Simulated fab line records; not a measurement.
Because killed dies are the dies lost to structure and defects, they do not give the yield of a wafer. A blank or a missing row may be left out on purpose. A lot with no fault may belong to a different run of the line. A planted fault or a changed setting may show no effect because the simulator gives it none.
Struck lot and sound lot, side by side / flow sfqLine / 13 out of 325 route steps
Sound: wafers L677.2, L677.3, L677.6. Struck: wafers L681.2, L681.3, L681.4. The cause comes at the end.
For every step that has rows: the tool of each side, followed by ch and its chambers, followed by its first start. Under that, the readings that differ: sound wafers / struck wafers / difference of the means / sigmas: that difference in standard deviations of wafers without a fault.
alike: words and numbers the same on both sides, and readings whose means are apart by under 2 such deviations; not compared: readings that were withheld, readings missing a value for some wafer, numbers with overlapping values and no deviation given by the record, and bounds like >300 which may hide the same value.
Wherever a step has rows on one side only, a row that says differs or no value, or a row with sigmas, the two part there. Numbers that have no deviation but don't overlap get no sigmas and don't part them. A reading missing from all wafers of one side parts the sides only when that side holds two or more wafers.

SFQ_I2_OVL_MEAS_918:
  struck on overlay-01, day 29 11:03; sound on overlay-02, day 27 09:20
  alike: I2_OVL
SFQ_TRILAYER_I2_VIA_BARC_OPEN_VIA_ETCH_096: etches BARC in O2, target depth 125 nm, time 41.7 s.
  sound on rieDiel-01 ch 0,3, day 27 09:22; struck on rieDiel-01 ch 0,2,3, day 29 11:05
  alike: drypumpMotorCurrentA, oesProductAu
  not compared: rfHoursCounterH
SFQ_TRILAYER_I2_VIA_ETCH_VIA_ETCH_070: etches SiO2 in CHF3, stops on Nb, target depth 260 nm.
  sound on rieDiel-01 ch 0,3, day 27 09:25; struck on rieDiel-01 ch 0,2,3, day 29 11:07
  alike: drypumpMotorCurrentA, oesProductAu
SFQ_TRILAYER_I2_VIA_STRIP_STRIP_071: strips in O2.
  sound on rieMetal-04 ch 0,1, day 27 09:31; struck on rieMetal-04 ch 0,1, day 29 11:14
  alike: drypumpMotorCurrentA, oesProductAu, platenTempC
  not compared: rfHoursCounterH
then, 2 steps without rows for these wafers: SFQ_TRILAYER_I2_VIA_STRIP_SOLV_CLEAN_072 (cleans in NMP, time 600 s); SFQ_TRILAYER_M3_DEP_PRE_CLEAN_074 (time 22.5 s).
SFQ_TRILAYER_M3_DEP_SPUTTER_073: material Nb, target thk 200 nm, time 133.3 s.
  struck on pvdSputter-04, day 29 12:02; sound on pvdSputter-04, day 27 10:20
  alike: throttleValvePct
SFQ_M3_RS_MEAS_919: a four-point-probe measurement.
  struck on filmMetro-04, day 29 12:10; sound on filmMetro-01, day 27 10:26
  alike: M3_NB_RS
then, 3 steps without rows for these wafers: SFQ_TRILAYER_M3_LITHO_COAT_080 (resist thk 62 nm); SFQ_TRILAYER_M3_LITHO_COAT_075 (resist thk 600 nm); SFQ_TRILAYER_M3_LITHO_SOFTBAKE_079.
-- the record jumps here: 6 days lie between the struck wafers' starts before and after --
SFQ_TRILAYER_M3_LITHO_EXPOSE_076: exposes mask M3, target cd 500 nm.
  sound on krfScanner-01 ch 0, day 33 10:46; struck on krfScanner-01, day 35 10:48
  no value came back on the struck wafers for exposureDoseMJCm2, focusOffsetNm (nm), sigmaOuter; on the sound wafers exposureDoseMJCm2 reads 14.412 14.406 14.409
  alike: mask
then, 1 step without rows for these wafers: SFQ_TRILAYER_M3_LITHO_PEB_078 (peb time 60 s).

== WHERE THEY PART ==
Only at SFQ_TRILAYER_M3_LITHO_EXPOSE_076, as far as this record shows.

WHY: what the simulator had put in
Whole step skipped at SFQ_TRILAYER_M3_LITHO_EXPOSE_076 on krfScanner-01, starting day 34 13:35. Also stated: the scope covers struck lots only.
